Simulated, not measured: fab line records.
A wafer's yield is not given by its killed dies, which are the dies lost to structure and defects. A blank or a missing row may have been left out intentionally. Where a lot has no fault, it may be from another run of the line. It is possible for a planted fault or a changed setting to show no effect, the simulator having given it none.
Split-lot study    flow gf180mcu    5 lots, 23 wafers read, on a route of 602 steps

## THE SPLIT
At GF_LVPWELL_IMPLANT_08, the setting dose_cm2 was moved away from the recipe's 1.5e+13 on 10 of the 23 wafers read, by -15.7% to +9.1%. For the rest of the wafers, this setting stayed at what the recipe calls for.

## FROM THE SPLIT TO THE READING: what the file shows between them, 2 steps
- GF_LVPWELL_IMPLANT_09
- GF_LVPWELL_STRIP_10: strips in O2/N2

## THE READING
LVPWELL_TW, at GF_LVPWELL_TW_MEAS_11. A value of 562 with a standard deviation of 7.2 is what fault-free wafers of this fab line usually give.

wafer   tool, chamber at the split  dose_cm2 as run  against the recipe  LVPWELL_TW  against lot-mates on the recipe
L075.1  implanter-01, 0             1.637e+13        +9.1%               559         +8
L075.3  implanter-01, 0             1.5e+13          recipe              550         -
L075.4  implanter-01, 0             1.637e+13        +9.1%               565         +14
L075.5  implanter-01, 0             1.5e+13          recipe              552         -
L075.6  implanter-01, 0             1.637e+13        +9.1%               566         +15
L076.3  implanter-01, 0             1.5e+13          recipe              553         -
L076.4  implanter-01, 0             1.5e+13          recipe              553         -
L076.6  implanter-01, 0             1.5e+13          recipe              553         -
L079.2  implanter-02, 0             1.5e+13          recipe              564         -
L079.3  implanter-02, 0             1.5e+13          recipe              565         -
L079.4  implanter-02, 0             1.599e+13        +6.6%               574         +9
L079.5  implanter-02, 0             1.5e+13          recipe              567         -
L079.6  implanter-02, 0             1.599e+13        +6.6%               576         +11
L083.1  implanter-02, 0             1.264e+13        -15.7%              529         -22
L083.2  implanter-02, 0             1.264e+13        -15.7%              528         -23
L083.3  implanter-02, 0             1.5e+13          recipe              550         -
L083.5  implanter-02, 0             1.5e+13          recipe              553         -
L083.6  implanter-02, 0             1.5e+13          recipe              551         -
L084.1  implanter-04, 0             1.5e+13          recipe              572         -
L084.2  implanter-04, 0             1.325e+13        -11.7%              547         -22
L084.3  implanter-04, 0             1.325e+13        -11.7%              550         -19
L084.4  implanter-04, 0             1.5e+13          recipe              566         -
L084.6  implanter-04, 0             1.325e+13        -11.7%              550         -19

FIT RESULTS
A straight line over all 23 wafers: LVPWELL_TW changes by +1.29 for each +1% of dose_cm2; r = +0.78; the points scatter about the line by 7.9.
The same after taking each lot's own level away (the mean of its wafers on the recipe; 23 wafers): +1.51 for each +1%; r = +0.98; scatter 2.
That fit puts the effect of the largest move of dose_cm2 on the reading at 24.
From 551.0 to 569.0: that is the span of the lots' own levels, equal to 2.5 times the standard deviation above.
So the lot-to-lot level blurs the effect unless lot-mates are compared.
Check: for one of the wafers moved furthest among these (-15.7%), held out of the fit, the line's prediction against its lot-mates is -24.7. Against them it came out at -22.3.

## ADDITIONAL SPLITS CARRIED BY THESE WAFERS
These wafers also went through other splits before the reading. Each is held against what the fit with the lots' levels taken away leaves over:
other split on the same wafers    wafers away from the commonest value  r with LVPWELL_TW (lot level and that fit taken away)
GF_STI_CVD_03 time_s              10                                    +0.25
GF_STI_DEVELOP_11 develop_time_s  8                                     +0.16
GF_DNWELL_STRIP_08 platen_temp_c  9                                     +0.14

## FILE'S OWN FIT
LVPWELL_TW changes by +1.51 for each +1% of dose_cm2, r = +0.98.
